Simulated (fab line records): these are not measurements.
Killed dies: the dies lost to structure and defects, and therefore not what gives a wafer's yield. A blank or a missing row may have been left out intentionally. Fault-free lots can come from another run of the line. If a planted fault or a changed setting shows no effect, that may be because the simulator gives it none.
One fault through the eyes of 2 desks | flow sky130 | each desk holds nothing but its own numbers, with what lay behind them at the end

## TOOL OWNER'S DESK, rieMetal-03
The tool's own readings at SKY_METAL4_METAL_ETCH_18 (etches the open film in Cl2/BCl3, stops on SiO2, target depth 845 nm, time 183.1 s): means of the sampled wafers that have a number, for each lot that ran on this tool. Any lot whose mean is over 4 standard deviations away from the usual mean is out of limits and marked OUT; that distance is given in the brackets.
Columns: A = drypumpMotorCurrentA at SKY_METAL4_METAL_ETCH_18, usual 5.3 A; B = oesProductAu at SKY_METAL4_METAL_ETCH_18, usual 0.868 a.u.; C = throttleValvePct at SKY_METAL4_METAL_ETCH_18, usual 22.265 %
lot  | first seen here | A   | B     | C
L384 | day 43 16:29    | 4.6 | 0.867 | 22.268
L383 | day 43 17:38    | 4.7 | 0.868 | 22.269
L386 | day 44 07:57    | 4.7 | 0.857 | 22.265
L387 | day 44 14:39    | 5.8 | 0.872 | 22.268
L389 | day 45 06:52    | 5.8 | 0.869 | 22.255
L390 | day 45 19:27    | 5.4 | 0.863 | 22.270
L391 | day 46 00:23    | 5.4 | 0.860 | 22.258
L392 | day 46 06:29    | 5.1 | 0.863 | 22.268
This desk found nothing out of limits on any of the 8 lots.

## FROM THE METROLOGY DESK
Means of the sampled wafers that have a number, per lot and without regard to the tool the lot ran on: this is what the gauges read. Any lot whose mean is over 4 standard deviations away from the usual mean is out of limits and marked OUT; that distance is given in the brackets.
Columns: A = LDD_LDN_OVL at SKY_LDD_LDN_OVL_MEAS_07, usual -0.4 nm
lot  | first seen here | A
L384 | day 24 07:08    | -1.2
L383 | day 24 08:20    | -0.9
L386 | day 25 06:23    | 0.4
L387 | day 25 12:46    | -0.5
L389 | day 26 07:02    | 1.1
L390 | day 27 01:41    | -1.3
L391 | day 27 07:52    | 1.5
L392 | day 27 18:05    | -0.2
L400 | day 30 07:18    | -1.0
L403 | day 31 06:09    | -0.7
L404 | day 31 07:21    | -0.0
L405 | day 31 17:26    | -0.4
This desk found nothing out of limits on any of the 12 lots.

## PUT TOGETHER
Nothing out of limits was seen by the tool owner's desk.
From the metrology desk's view, nothing was out of limits.

## WHAT THE SIMULATOR HAD PUT IN
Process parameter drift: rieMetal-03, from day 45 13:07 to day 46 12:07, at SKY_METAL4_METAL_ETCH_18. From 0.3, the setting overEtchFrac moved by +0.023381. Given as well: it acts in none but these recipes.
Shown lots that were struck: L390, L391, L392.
